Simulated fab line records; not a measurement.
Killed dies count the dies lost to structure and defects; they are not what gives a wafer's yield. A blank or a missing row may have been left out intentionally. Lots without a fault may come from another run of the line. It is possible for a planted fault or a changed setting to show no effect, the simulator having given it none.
Chamber matching :: flow sky130 :: rie-diel-01 running SKY_METAL4_ETCH_17: 4 sister chambers
The step etches SiO2 in C4F8/O2/Ar, stops on TiN, time 3.9 s, target depth 15 nm. 20 wafers are shown with their chamber, then 10 later ones without.

== WAFERS WITH THEIR CHAMBER ==
wafer: L076.1
chamber: 1
oes-product-au (a.u.): 0.745

wafer: L076.4
chamber: 3
oes-product-au (a.u.): 0.756

wafer: L076.5
chamber: 2
oes-product-au (a.u.): 0.756

wafer: L077.1
chamber: 0
oes-product-au (a.u.): 0.763

wafer: L077.4
chamber: 2
oes-product-au (a.u.): 0.764

wafer: L077.6
chamber: 1
oes-product-au (a.u.): 0.770

wafer: L081.2
chamber: 3
oes-product-au (a.u.): 0.756

wafer: L081.5
chamber: 0
oes-product-au (a.u.): 0.761

wafer: L081.6
chamber: 1
oes-product-au (a.u.): 0.759

wafer: L082.1
chamber: 2
oes-product-au (a.u.): 0.738

wafer: L082.2
chamber: 1
oes-product-au (a.u.): 0.756

wafer: L082.3
chamber: 0
oes-product-au (a.u.): 0.754

wafer: L087.2
chamber: 3
oes-product-au (a.u.): 0.770

wafer: L087.4
chamber: 0
oes-product-au (a.u.): 0.752

wafer: L087.6
chamber: 0
oes-product-au (a.u.): 0.750

wafer: L089.1
chamber: 1
oes-product-au (a.u.): 0.755

wafer: L089.3
chamber: 2
oes-product-au (a.u.): 0.755

wafer: L089.6
chamber: 2
oes-product-au (a.u.): 0.754

wafer: L091.3
chamber: 3
oes-product-au (a.u.): 0.765

wafer: L091.4
chamber: 1
oes-product-au (a.u.): 0.761

SIGNATURES (means of the wafers above)
reading: oes-product-au
chamber 0: 0.75600
chamber 1: 0.75767
chamber 2: 0.75340
chamber 3: 0.76175
scatter within a chamber: 0.00778
Rule: for a wafer and a chamber, the distance is found by dividing, reading by reading, the gap between the wafer's reading and the chamber's mean by the reading's scatter, squaring, summing and taking the root. The wafer belongs to the nearest chamber; if the next one is less than 2 further off, it can't be placed. How the scatter is found: for the shown wafers, subtract from each reading the mean of its chamber, square and add these, divide the total by (wafers less chambers), then take the root.

== WAFERS MISSING THEIR CHAMBER ==
wafer: L091.5
oes-product-au (a.u.): 0.760

wafer: L093.3
oes-product-au (a.u.): 0.738

wafer: L093.4
oes-product-au (a.u.): 0.746

wafer: L093.5
oes-product-au (a.u.): 0.761

wafer: L095.1
oes-product-au (a.u.): 0.751

wafer: L095.5
oes-product-au (a.u.): 0.761

wafer: L095.6
oes-product-au (a.u.): 0.765

wafer: L097.1
oes-product-au (a.u.): 0.749

wafer: L097.5
oes-product-au (a.u.): 0.760

wafer: L097.6
oes-product-au (a.u.): 0.755

== WHICH CHAMBER EACH WENT THROUGH ==
wafer: L091.5
from the rows above: can't be placed: 3 or 1 or 0 or 2
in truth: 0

wafer: L093.3
from the rows above: can't be placed: 2 or 0 or 1 or 3
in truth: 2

wafer: L093.4
from the rows above: can't be placed: 2 or 0 or 1 or 3
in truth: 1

wafer: L093.5
from the rows above: can't be placed: 3 or 1 or 0 or 2
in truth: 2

wafer: L095.1
from the rows above: can't be placed: 2 or 0 or 1 or 3
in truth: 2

wafer: L095.5
from the rows above: can't be placed: 3 or 1 or 0 or 2
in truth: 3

wafer: L095.6
from the rows above: can't be placed: 3 or 1 or 0 or 2
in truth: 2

wafer: L097.1
from the rows above: can't be placed: 2 or 0 or 1 or 3
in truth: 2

wafer: L097.5
from the rows above: can't be placed: 3 or 1 or 0 or 2
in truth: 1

wafer: L097.6
from the rows above: can't be placed: 0 or 2 or 1 or 3
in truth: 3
Correctly placed: 0 of 10. Cannot be placed on the basis of these rows: 10; the candidates contain the true chamber in 10. Placed wrongly: 0.
